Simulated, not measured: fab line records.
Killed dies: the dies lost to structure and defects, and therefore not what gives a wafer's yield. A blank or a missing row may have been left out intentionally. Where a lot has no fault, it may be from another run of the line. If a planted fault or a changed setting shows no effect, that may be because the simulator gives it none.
Comparing a struck lot with a sound one -- flow sky130 -- 15 out of 708 route steps
Sound: the wafers L453.2, L453.5, L453.6. Struck: wafers L465.3, L465.4, L465.5. At the end, the cause is stated.
Per side, at each step with rows, come the tool, then ch with its chambers, and then its first start. Under that, the readings that differ: sound wafers -- struck wafers -- difference of the means -- sigmas: that difference in standard deviations of wafers without a fault.
alike: readings with means less than 2 such deviations apart, plus words and numbers identical on both sides. not compared: withheld readings, readings lacking a value on some wafer, bounds such as >300 that could conceal the same value, and numbers that have no deviation in the record and whose values overlap.
The two part at a step that has a row with sigmas, a row that says differs or no value, or rows on one side only. When numbers do not overlap yet have no deviation, they are printed without sigmas and do not part them. A reading that every wafer of one side lacks parts them only if that side has two wafers or more.

first, 2 steps without rows for these wafers: SKY_LOCAL_INTERCONNECT_CLEAN_17 (cleans in IPA, time 180 s); SKY_LOCAL_INTERCONNECT_CLEAN_18 (cleans in O3/DIW).
SKY_CONTACT_CVD_00: deposits Si3N4, target thk 75 nm.
  sound on pecvd-02 ch 1,2, day 33 00:37; struck on pecvd-01 ch 0,2, day 36 16:41
  alike: heater_power_w
SKY_CONTACT_THK_MEAS_01:
  struck on film_metro-04, day 36 16:45; sound on film_metro-04, day 33 00:40
reading,sound,struck,difference,sigmas
CONTACT_CVD_00_THK (nm),72.0 73.5 73.1,75.0 76.9 76.2,+3.2,+3
then, 1 step without rows for these wafers: SKY_CONTACT_HDPCVD_02 (deposits SiO2, target thk 565 nm, time 94.2 s).
SKY_CONTACT_THK_MEAS_03:
  struck on film_metro-01, day 36 16:53; sound on film_metro-01, day 33 00:48
  alike: CONTACT_HDPCVD_THK
SKY_CONTACT_CMP_04: polishes SiO2.
  sound on cmp-01 ch 0,1,3, day 33 01:00; struck on cmp-01 ch 1,2, day 36 16:58
  alike: motor_current_A, slurry_flow_ml_min, time_to_endpoint_s
SKY_CONTACT_BOW_MEAS_05:
  struck on film_metro-03, day 36 17:16; sound on film_metro-03, day 33 01:10
  alike: CONTACT_BOW
then, 4 steps without rows for these wafers: SKY_CONTACT_DEHYDRATE_06 (time 60 s); SKY_CONTACT_HMDS_07 (prime time 60 s); SKY_CONTACT_COAT_08 (resist thk 60 nm); SKY_CONTACT_COAT_09 (resist thk 450 nm).
SKY_CONTACT_SOFTBAKE_10: time 90 s.
  sound on litho_track-04 ch 0, day 33 14:00; struck on litho_track-04 ch 0, day 37 05:00
reading,sound,struck,difference,sigmas
heater_power_total_W (W),57.36 57.40 57.29,59.05 59.07 58.88,+1.65,+14
plate_temp_C (C),99.92 100.07 100.10,101.86 101.93 101.75,+1.82,+15
then, 1 step without rows for these wafers: SKY_CONTACT_EXPOSE_11 (exposes mask CTM1, target cd 170 nm).
SKY_PAD_OPEN_PROBE_99:
  the record has rows for the sound wafers here (prober-02, day 48 01:59) and none for the struck ones

WHERE THEY PART
At SKY_CONTACT_THK_MEAS_01 first; at SKY_PAD_OPEN_PROBE_99 last (within this record only).

WHY: the cause the simulator had injected
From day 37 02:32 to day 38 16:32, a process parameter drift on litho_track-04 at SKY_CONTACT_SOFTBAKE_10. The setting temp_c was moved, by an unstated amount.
